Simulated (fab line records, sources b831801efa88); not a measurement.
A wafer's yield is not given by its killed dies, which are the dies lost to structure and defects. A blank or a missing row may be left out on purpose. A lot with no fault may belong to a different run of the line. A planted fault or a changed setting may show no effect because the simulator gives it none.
The tool behind it: which one? | flow sky130 | 18 wafers sampled from 6 lots at 1 step of a route of 708

## WHAT THE GAUGES SHOWED, per wafer
SKY_PWDE_TW_MEAS_10.
lot  | measured    | on            | PWDE_TW
L417 | day 4 03:22 | film-metro-04 | 371.0 374.7 372.6
L419 | day 4 14:13 | film-metro-03 | 375.6 375.7 376.1
L428 | day 6 17:45 | film-metro-04 | 378.4 379.1 379.7
L430 | day 7 04:12 | film-metro-03 | 372.2 375.1 373.5
L437 | day 8 21:55 | film-metro-04 | 377.9 374.3 377.1
L439 | day 9 08:18 | film-metro-03 | 372.9 372.2 373.3

## WHICH TOOL RAN EACH LOT (tool, then ch and the chambers of the sampled wafers, then the start)
The record holds no process step before these readings.

## THE ANSWER, worked out from the rows above alone
Rule: the lots themselves supply what counts as usual. Put in order of their means at a reading, lots are off if they are a third of the lots or fewer, leave a main group of 4 or more, and stand apart from it by a gap of 3 or more times the standard deviation of the main group's means; of several such gaps the widest counts. A main group whose means are all the same, to the digits that the tables above print for the reading, isn't used. Also off: a lot with no number at a reading for which 4 or more lots have one. Any other lot the step has rows for is counted as sound.
No lot is off at any reading shown: from this, nothing can be told.

## WHAT THE SIMULATOR HAD INSERTED
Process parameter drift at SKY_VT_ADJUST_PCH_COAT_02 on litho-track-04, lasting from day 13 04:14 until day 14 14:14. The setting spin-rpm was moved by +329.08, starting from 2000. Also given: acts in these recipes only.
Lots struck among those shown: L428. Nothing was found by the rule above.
